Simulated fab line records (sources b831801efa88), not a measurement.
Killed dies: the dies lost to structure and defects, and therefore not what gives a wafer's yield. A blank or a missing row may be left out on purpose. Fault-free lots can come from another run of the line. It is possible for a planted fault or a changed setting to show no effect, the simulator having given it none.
fab line records | flow gf180mcu
record: lots: 10 wafers: 30 last-day: 34
route steps=602 shown V5@557 TOP_METAL@572
lots with no fault: from the same line, run without faults
start-h: the number of hours between the record's first day and the start of the first shown wafer of the lot | wait-h: how many hours have passed since the lot's step before this one | " unchanged from the row above | L1.1+2: a single row standing in for several wafers | - no value, or no start given | * or withheld: withheld | < > ~ a bound
route shown NAME@n: NAME is a module with steps in the file, n the number in the route of the first one | usual: mean/standard deviation taken from wafers without a fault | same: alike in all rows | chamber/n: place in a boat | sites: readings site by site | _std_site: the standard deviation of these | _edge_site: inner sites' mean taken away from outer sites' mean | radius-mm: how far each site lies from the wafer's centre | mask NAME#n: copy n | behind: the tool/chamber that last shaped the wafer | hold: cause of the lot's hold/its duration in hours/its outcome | device: which transistor (n, p or np) failed to switch | end of line: tests of these same wafers at the route's end | a step given without rows: its recipe and nothing more | killed: count of dies lost to structure and defects at first sort (not the wafer's yield) | map: a wafer's dies, marking killed ones x, the rest . and places with no die _
set.NAME: the setting the step ran with; set.NAME@STEP: the setting that earlier step ran with | model.NAME: the simulator's own value behind a step, which no gauge read
steps of the route over a sample of lots; a table a step, a row a wafer
services: the hour from which a tool's chamber was out of use, counted from the record's first day as start-h (under 0 if before that day), plus the number of hours and why
== steps ==
step: GF_V5_ETCH_17
recipe: chemistry: C4F8/O2/Ar mask-material: KrF target: SiO2 stop-on: TiN source-w: 1500 bias-w: 1200 pressure-mtorr: 40 c4f8-flow-sccm: withheld O2_flow_sccm: 6 Ar_flow_sccm: 300 time-s: withheld target-depth-a: 8550
usual: bias-w: 1200/3.8 oes-product-au: 0.859/0.0045
columns lot.wafer tool chamber start-h wait-h bias-w oes-product-au
L705.2 rie-diel-03 2 - - 1197 0.862
L705.3 " 1 " " 1202 0.857
L705.4 " 3 " " 1192 0.856
L706.3 rie-diel-03 0 - - 1194 0.864
L706.5 " 0 " " 1195 0.861
L706.6 " 1 " " 1194 0.862
L707.2 rie-diel-04 3 - - 1202 0.870
L707.3 " 1 " " 1195 0.850
L707.4 " 2 " " 1196 0.858
L708.3 rie-diel-01 3 - - 1202 0.855
L708.4 " 1 " " 1200 0.850
L708.6 " 3 " " 1198 0.854
L709.2 rie-diel-01 0 - - 1201 0.859
L709.3 " 2 " " 1204 0.865
L709.6 " 1 " " 1202 0.869
L710.1 rie-diel-03 3 - - 1203 0.851
L710.3 " 2 " " 1199 0.858
L710.4 " 0 " " 1206 0.849
L718.3 rie-diel-04 2 - - 1200 0.855
L718.4 " 1 " " 1200 0.869
L718.5 " 2 " " 1200 0.860
L723.1 rie-diel-04 3 - - 1199 0.859
L723.3 " 1 " " 1201 0.864
L723.4 " 2 " " 1196 0.862
L725.1 rie-diel-01 3 - - 1191 0.867
L725.2 " 0 " " 1203 0.856
L725.6 " 0 " " 1198 0.857
L728.1 rie-diel-03 2 - - 1205 0.859
L728.3 " 1 " " 1203 0.862
L728.4 " 0 " " 1206 0.864
step: GF_V5_STRIP_18
recipe: chemistry: O2/N2 power-w: 1400 pressure-mtorr: 1500 platen-temp-c: 250 o2-flow-sccm: 3000 n2-flow-sccm: 300 overash-fraction: 0.5
usual: drypump-motor-current-A: 5.5/0.43 heater-power-w: 343/21 n2-flow-sccm: 300.0/0.93 oes-product-au: 0.567/0.005 platen-temp-c: 250.01/0.17
columns lot.wafer tool chamber start-h wait-h drypump-motor-current-A heater-power-w n2-flow-sccm oes-product-au platen-temp-c rf-hours-counter-h
L705.2 plasma-asher-01 1 628.55 - 5.0 343 299.2 0.567 249.83 88
L705.3 " 1 " " 5.0 348 300.8 0.576 249.93 -
L705.4 " 0 " " 5.6 311 299.2 0.569 250.12 -
L706.3 plasma-asher-02 1 637.76 - 5.5 356 298.7 0.569 250.17 -
L706.5 " 1 " " 5.5 356 299.6 0.567 249.80 -
L706.6 " 0 " " 5.8 367 299.7 0.567 250.32 -
L707.2 plasma-asher-03 0 644.31 - 5.0 329 300.3 0.568 249.82 53
L707.3 " 0 " " 5.0 315 300.7 0.557 249.81 -
L707.4 " 1 " " 6.2 337 299.9 0.563 249.81 -
L708.3 plasma-asher-03 1 650.94 - 6.1 346 299.7 0.557 250.16 -
L708.4 " 0 " " 5.0 330 299.5 0.575 250.24 -
L708.6 " 1 " " 6.2 337 299.8 0.567 250.10 -
L709.2 plasma-asher-01 1 658.00 - 4.9 341 299.4 0.563 249.82 91
L709.3 " 0 " " 5.6 309 301.3 0.558 250.08 -
L709.6 " 0 " " 5.6 320 301.7 0.564 249.98 -
L710.1 plasma-asher-02 1 658.41 - 5.5 359 300.1 0.564 250.14 23
L710.3 " 1 " " 5.5 364 300.2 0.564 250.07 -
L710.4 " 0 " " 5.8 373 299.3 0.565 250.05 -
L718.3 plasma-asher-02 1 723.11 - 5.5 361 301.0 0.573 250.04 -
L718.4 " 0 " " 5.8 378 301.1 0.573 249.94 -
L718.5 " 0 " " 5.8 375 299.7 0.560 249.86 -
L723.1 plasma-asher-03 1 750.60 - 6.1 346 301.3 0.569 250.01 65
L723.3 " 0 " " 5.0 328 298.8 0.567 250.30 -
L723.4 " 1 " " 6.1 350 299.6 0.559 249.86 -
L725.1 plasma-asher-03 1 767.26 - 6.2 350 300.1 0.560 250.28 66
L725.2 " 0 " " 5.0 326 299.6 0.564 250.29 66
L725.6 " 0 " " 5.1 318 299.8 0.569 249.97 -
L728.1 plasma-asher-03 0 792.46 - 5.1 338 298.2 0.563 249.89 69
L728.3 " 0 " " 5.1 320 298.8 0.568 250.07 -
L728.4 " 1 " " 6.1 342 299.7 0.560 249.78 -
step: GF_TOP_METAL_RS_MEAS_05
recipe: thk-meas-gauge: four-point-probe reads: TiN_of_TOP_METAL_SPUTTER_04+Ti_of_TOP_METAL_SPUTTER_03+AlCu_of_TOP_METAL_SPUTTER_02+TiN_of_TOP_METAL_SPUTTER_01+Ti_of_TOP_METAL_SPUTTER_00
usual: TOP_METAL_ALCU_RS: 0.03274/0.00029
columns lot.wafer tool chamber start-h wait-h TOP_METAL_ALCU_RS[ohm/sq]
L705.2 film-metro-01 - 630.02 0.0 0.03286
L705.3 " - " " 0.03277
L705.4 " - " " 0.03304
L706.3 film-metro-04 - 639.21 0.1 0.03286
L706.5 " - " " 0.03299
L706.6 " - " " 0.03324
L707.2 film-metro-02 - 645.78 0.0 0.03245
L707.3 " - " " 0.03226
L707.4 " - " " 0.03277
L708.3 film-metro-02 - 652.40 0.1 0.03265
L708.4 " - " " 0.03303
L708.6 " - " " 0.03313
L709.2 film-metro-02 - 659.47 0.0 0.03294
L709.3 " - " " 0.03304
L709.6 " - " " 0.03306
L710.1 film-metro-02 - 659.86 0.0 0.03299
L710.3 " - " " 0.03245
L710.4 " - " " 0.03258
L718.3 film-metro-01 - 724.60 0.1 0.03272
L718.4 " - " " 0.03259
L718.5 " - " " 0.03257
L723.1 film-metro-01 - 752.30 0.0 0.03293
L723.3 " - " " 0.03292
L723.4 " - " " 0.0326
L725.1 film-metro-02 - 768.74 0.0 0.03256
L725.2 " - " " 0.03257
L725.6 " - " " 0.03242
L728.1 film-metro-02 - 793.94 0.0 0.03278
L728.3 " - " " 0.03309
L728.4 " - " " 0.03265
step: GF_TOP_METAL_METAL_ETCH_16
recipe: chemistry: Cl2/BCl3 mask-material: NOVOLAK target-depth-nm: 1197 stop-on: SiO2 pressure-mtorr: 8 icp-w: 822.2 bias-w: 140 Cl2_flow_sccm: 80 bcl3-flow-sccm: 40 time-s: 199.5
usual: bias-w: 140.1/0.38 drypump-motor-current-A: 5.9/0.44 oes-product-au: 0.995/0.0047 throttle-valve-pct: 28.225/0.0095
columns lot.wafer tool chamber start-h wait-h bias-w drypump-motor-current-A oes-product-au rf-hours-counter-h throttle-valve-pct
L705.2 rie-metal-04 1 650.47 0.0 139.5 5.4 1.002 3 28.235
L705.3 " 0 " " 140.3 6.7 0.993 - 28.228
L705.4 " 1 " " 139.8 5.4 0.992 - 28.235
L706.3 rie-metal-01 1 659.05 0.1 139.7 6.1 0.996 - 28.236
L706.5 " 0 " " 140.4 5.5 0.990 - 28.212
L706.6 " 1 " " 140.2 6.1 0.991 - 28.234
L707.2 rie-metal-03 0 665.14 0.0 140.3 6.1 0.997 2 28.207
L707.3 " 1 " " 140.7 6.0 0.994 - 28.213
L707.4 " 0 " " 140.3 6.1 0.997 - 28.231
L708.3 rie-metal-03 1 672.22 0.1 140.1 6.0 1.004 - 28.212
L708.4 " 0 " " 140.3 6.1 0.993 - 28.217
L708.6 " 1 " " 140.4 6.0 0.999 - 28.218
L709.2 rie-metal-04 1 678.98 0.0 140.0 5.4 0.989 5 28.221
L709.3 " 1 " " 140.4 5.4 0.988 - 28.236
L709.6 " 1 " " 140.6 5.4 1.002 - 28.220
L710.1 rie-metal-03 1 679.16 0.0 140.2 5.9 1.003 6 28.223
L710.3 " 1 " " 139.3 6.0 0.996 - 28.227
L710.4 " 0 " " 140.2 6.1 1.001 - 28.211
L718.3 rie-metal-04 1 741.52 0.1 175.6 5.4 0.993 - 28.220
L718.4 " 0 " " 175.6 6.7 1.004 - 28.211
L718.5 " 1 " " 175.7 5.4 0.999 - 28.228
L723.1 rie-metal-04 1 768.77 0.0 176.0 5.4 0.993 10 28.223
L723.3 " 1 " " 176.3 5.4 1.002 - 28.228
L723.4 " 1 " " 176.1 5.4 0.999 - 28.225
L725.1 rie-metal-01 0 784.46 0.0 139.9 5.4 0.996 4 28.227
L725.2 " 1 " " 140.0 6.1 0.992 15 28.225
L725.6 " 0 " " 140.9 5.4 1.005 - 28.211
L728.1 rie-metal-01 0 808.80 0.0 140.4 5.4 1.001 5 28.210
L728.3 " 1 " " 140.5 6.1 0.997 - 28.229
L728.4 " 0 " " 140.5 5.4 0.999 - 28.228
step: GF_TOP_METAL_STRIP_17
recipe: chemistry: O2/N2 power-w: 1400 pressure-mtorr: 1500 platen-temp-c: 250 o2-flow-sccm: 3000 n2-flow-sccm: 300 overash-fraction: 0.5
usual: drypump-motor-current-A: 5.6/0.48 heater-power-w: 329/26 n2-flow-sccm: 300.0/0.85 oes-product-au: 0.709/0.0046 platen-temp-c: 249.99/0.18 strip-time-to-endpoint-s: 12.80/0.047
columns lot.wafer tool chamber start-h wait-h drypump-motor-current-A heater-power-w n2-flow-sccm oes-product-au platen-temp-c rf-hours-counter-h strip-time-to-endpoint-s
L705.2 plasma-asher-01 0 650.66 0.1 5.6 312 301.7 0.710 249.99 90 12.77
L705.3 " 1 " " 5.0 335 300.8 0.715 250.14 - 12.81
L705.4 " 0 " " 5.6 304 301.4 0.707 249.75 - 12.78
L706.3 plasma-asher-01 0 659.21 0.1 5.6 308 299.2 0.707 249.97 - 12.77
L706.5 " 0 " " 5.7 300 299.6 0.707 250.13 - 12.79
L706.6 " 1 " " 4.9 337 299.5 0.716 249.76 - 12.83
L707.2 plasma-asher-04 0 665.33 0.1 5.6 340 298.9 0.707 249.93 106 12.72
L707.3 " 1 " " 6.2 280 299.1 0.716 249.96 - 12.80
L707.4 " 0 " " 5.6 350 300.2 0.708 249.61 - 12.77
L708.3 plasma-asher-01 0 672.38 0.1 5.6 310 299.9 0.711 249.95 - 12.83
L708.4 " 1 " " 5.0 341 301.2 0.703 250.17 - 12.77
L708.6 " 1 " " 5.0 344 300.0 0.703 250.20 - 12.81
L709.2 plasma-asher-01 0 679.17 0.1 5.6 310 299.4 0.713 249.64 93 12.85
L709.3 " 0 " " 5.6 301 299.5 0.709 249.71 - 12.87
L709.6 " 1 " " 4.9 335 300.2 0.716 249.74 - 12.84
L710.1 plasma-asher-04 0 679.35 0.1 5.7 346 299.8 0.708 249.95 107 12.82
L710.3 " 0 " " 5.6 351 300.5 0.710 249.92 - 12.80
L710.4 " 1 " " 6.2 285 300.7 0.707 249.75 - 12.76
L718.3 plasma-asher-03 1 741.68 0.1 6.2 347 298.0 0.708 249.92 - 12.38
L718.4 " 0 " " 5.1 325 300.9 0.720 249.92 - 12.53
L718.5 " 1 " " 6.1 344 299.3 0.711 249.88 - 12.51
L723.1 plasma-asher-01 1 769.15 0.3 4.9 341 300.3 0.706 250.09 103 12.55
L723.3 " 0 " " 5.6 307 300.7 0.704 250.02 - 12.48
L723.4 " 1 " " 5.0 342 300.3 0.718 249.92 - 12.53
L725.1 plasma-asher-04 0 784.65 0.1 5.6 378 299.9 0.715 250.03 4 12.71
L725.2 " 1 " " 6.2 294 299.6 0.715 249.88 4 12.69
L725.6 " 0 " " 5.6 379 300.5 0.704 249.99 - 12.68
L728.1 plasma-asher-03 1 808.99 0.1 6.1 336 299.6 0.714 249.96 70 12.83
L728.3 " 0 " " 5.0 320 299.4 0.709 250.07 - 12.83
L728.4 " 1 " " 6.2 347 299.5 0.712 249.92 - 12.77
== services ==
columns tool chamber start-h hours kind
rie-diel-01 3 605.32 4.4 repair
plasma-asher-02 - 631.02 3.8 repair
rie-diel-03 0 631.15 5.4 repair
rie-diel-01 - 631.31 2.8 pm
plasma-asher-01 - 635.54 1.2 repair
rie-diel-03 1 652.31 5.3 repair
rie-diel-01 0 667.21 15.3 repair
rie-diel-03 2 706.73 - clean
rie-diel-03 2 706.73 15.7 scheduled-down
rie-diel-03 2 706.73 15.7 vent-cycle
plasma-asher-02 - 711.06 1.4 repair
plasma-asher-01 - 711.62 2.2 repair
rie-diel-04 0 720.08 9.2 repair
rie-diel-04 2 724.52 3.6 repair
plasma-asher-04 - 733.75 9.0 pm
plasma-asher-02 - 744.40 0.7 repair
rie-metal-04 0 749.49 - clean
rie-metal-04 0 749.49 30.2 scheduled-down
rie-diel-01 3 770.52 5.9 repair
rie-diel-04 3 781.66 3.0 repair
rie-diel-04 0 781.88 14.0 repair
rie-diel-01 0 793.66 3.3 repair
plasma-asher-03 - 802.85 2.8 pm
plasma-asher-01 - 805.86 6.9 repair
== key ==
first-sign: step: GF_TOP_METAL_METAL_ETCH_16 reading: bias-w direction: up sigmas: 94 usual: 140.1 struck: 175.9
effect: step: GF_TOP_METAL_STRIP_17 reading: strip-time-to-endpoint-s direction: down sigmas: 6.4 usual: * struck: *
met-at GF_TOP_METAL_METAL_ETCH_16
struck-lots L718,L723
not-acting-at GF_V5_ETCH_17,GF_V5_STRIP_18,GF_TOP_METAL_RS_MEAS_05
onset-between 678.98 741.52
fault: kind: process-parameter-drift tool: rie-metal-04 chamber: - onset-h: 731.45 steps: GF_TOP_METAL_METAL_ETCH_16 channel: bias-w offset: 35.708 shape: step end-h: 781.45 acts-in: these-recipes-only stated: 140
